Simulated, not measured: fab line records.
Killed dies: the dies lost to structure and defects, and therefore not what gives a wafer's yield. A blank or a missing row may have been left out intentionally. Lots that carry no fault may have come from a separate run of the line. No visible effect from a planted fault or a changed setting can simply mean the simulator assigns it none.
Tool commonality check	flow sky130	Sampled: 12 lots, 36 wafers

== WHAT PROMPTED THE OPENING ==
Of 12 lots, 2 have the reading VT_ADJUST_PCH_TW flagged at SKY_VT_ADJUST_PCH_TW_MEAS_10. Fault-free wafers read 143.4, with a standard deviation of 2.6.
Rule: a lot is flagged when every wafer of it that has a number lies more than 4 standard deviations from that mean, or none has a number. All remaining lots are regarded as sound.

lot	measured	on	VT_ADJUST_PCH_TW, wafer by wafer	flag
L656	day 10 09:15	film_metro-03	141.5 142.2 141.8	
L657	day 10 21:14	film_metro-02	147.1 147.7 147.4	
L660	day 12 08:32	film_metro-02	118.3 117.8 117.8	FLAGGED
L661	day 12 17:02	film_metro-01	113.7 113.3 113.5	FLAGGED
L667	day 15 01:00	film_metro-02	146.3 146.2 145.8	
L669	day 15 09:03	film_metro-02	146.0 145.7 145.9	
L670	day 15 14:34	film_metro-02	146.4 145.9 145.9	
L674	day 16 13:58	film_metro-01	141.6 141.6 141.3	
L675	day 16 21:57	film_metro-01	141.5 141.4 140.7	
L676	day 16 23:48	film_metro-02	146.1 146.5 147.4	
L677	day 17 09:18	film_metro-01	141.3 141.3 141.2	
L678	day 17 18:30	film_metro-03	142.5 141.6 142.5	
Average over the flagged lots: 115.7; offset from the usual -27.7, equal to -11 standard deviations.

== WHICH TOOL RAN EACH LOT ==
The record holds 2 process steps before the reading, out of a route of 708 steps. Every cell lists first the tool, next ch and the chambers used by the sampled wafers, and last the start.
lot	flag	SKY_VT_ADJUST_HVTP_STRIP_10	SKY_VT_ADJUST_PCH_IMPLANT_08
L656		plasma_asher-04 ch 0,1, day 6 03:43	implanter-01 ch 0, day 10 09:00
L657		plasma_asher-03 ch 0,1, day 6 12:42	implanter-01 ch 0, day 10 21:01
L660	FLAGGED	plasma_asher-04 ch 0,1, day 7 16:10	implanter-01 ch 0, day 12 08:19
L661	FLAGGED	plasma_asher-01 ch 0,1, day 8 00:22	implanter-01 ch 0, day 12 16:49
L667		plasma_asher-01 ch 0,1, day 9 22:58	implanter-02 ch 0, day 15 00:45
L669		plasma_asher-03 ch 0,1, day 10 03:33	implanter-02 ch 0, day 15 08:47
L670		plasma_asher-01 ch 0,1, day 10 08:32	implanter-04 ch 0, day 15 14:20
L674		plasma_asher-01 ch 0,1, day 11 03:59	implanter-04 ch 0, day 16 13:45
L675		plasma_asher-04 ch 0,1, day 11 10:19	implanter-02 ch 0, day 16 21:42
L676		plasma_asher-01 ch 0,1, day 11 10:37	implanter-02 ch 0, day 16 23:33
L677		plasma_asher-01 ch 0,1, day 11 19:55	implanter-04 ch 0, day 17 09:03
L678		plasma_asher-04 ch 0,1, day 12 02:19	implanter-04 ch 0, day 17 18:15
What is done by these steps:
- SKY_VT_ADJUST_HVTP_STRIP_10: strips in O2/N2.
- SKY_VT_ADJUST_PCH_IMPLANT_08
- SKY_VT_ADJUST_PCH_TW_MEAS_10

== FLAGGED OVER TOTAL, TOOL BY TOOL (the gauges that took the reading come last) ==
step	tool	lots run	flagged	share of the flagged lots	sound lots run after its first flagged lot
SKY_VT_ADJUST_HVTP_STRIP_10	plasma_asher-01	6	1	some	5 (L667,L670,L674,L676,L677)
SKY_VT_ADJUST_HVTP_STRIP_10	plasma_asher-03	2	0	none	-
SKY_VT_ADJUST_HVTP_STRIP_10	plasma_asher-04	4	1	some	2 (L675,L678)
SKY_VT_ADJUST_PCH_IMPLANT_08	implanter-01	4	2	all	0
SKY_VT_ADJUST_PCH_IMPLANT_08	implanter-02	4	0	none	-
SKY_VT_ADJUST_PCH_IMPLANT_08	implanter-04	4	0	none	-
SKY_VT_ADJUST_PCH_TW_MEAS_10	film_metro-01	4	1	some	3 (L674,L675,L677)
SKY_VT_ADJUST_PCH_TW_MEAS_10	film_metro-02	6	1	some	4 (L667,L669,L670,L676)
SKY_VT_ADJUST_PCH_TW_MEAS_10	film_metro-03	2	0	none	-

== WHAT THE TABLE ALLOWS ==
Rows of the table that ran each flagged lot: 1, that is implanter-01 at SKY_VT_ADJUST_PCH_IMPLANT_08.
- implanter-01 at SKY_VT_ADJUST_PCH_IMPLANT_08: 2 of its 4 lots flagged. It ran its last sound lot, L657, at day 10 21:01 and its first flagged lot, L660, at day 12 08:19: a fault with its onset between the two fits. Its own readings lie more than 4 standard deviations out on every wafer of the flagged lots: dose_ions_cm2, faraday_current_uA.
implanter-01 at SKY_VT_ADJUST_PCH_IMPLANT_08 is the single tool remaining.

== WHAT WAS PUT IN BY THE SIMULATOR ==
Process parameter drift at SKY_VT_ADJUST_PCH_IMPLANT_08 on implanter-01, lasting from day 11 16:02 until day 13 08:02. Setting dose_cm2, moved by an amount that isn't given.
Struck lots among those shown: L660, L661. The rule above found the same.
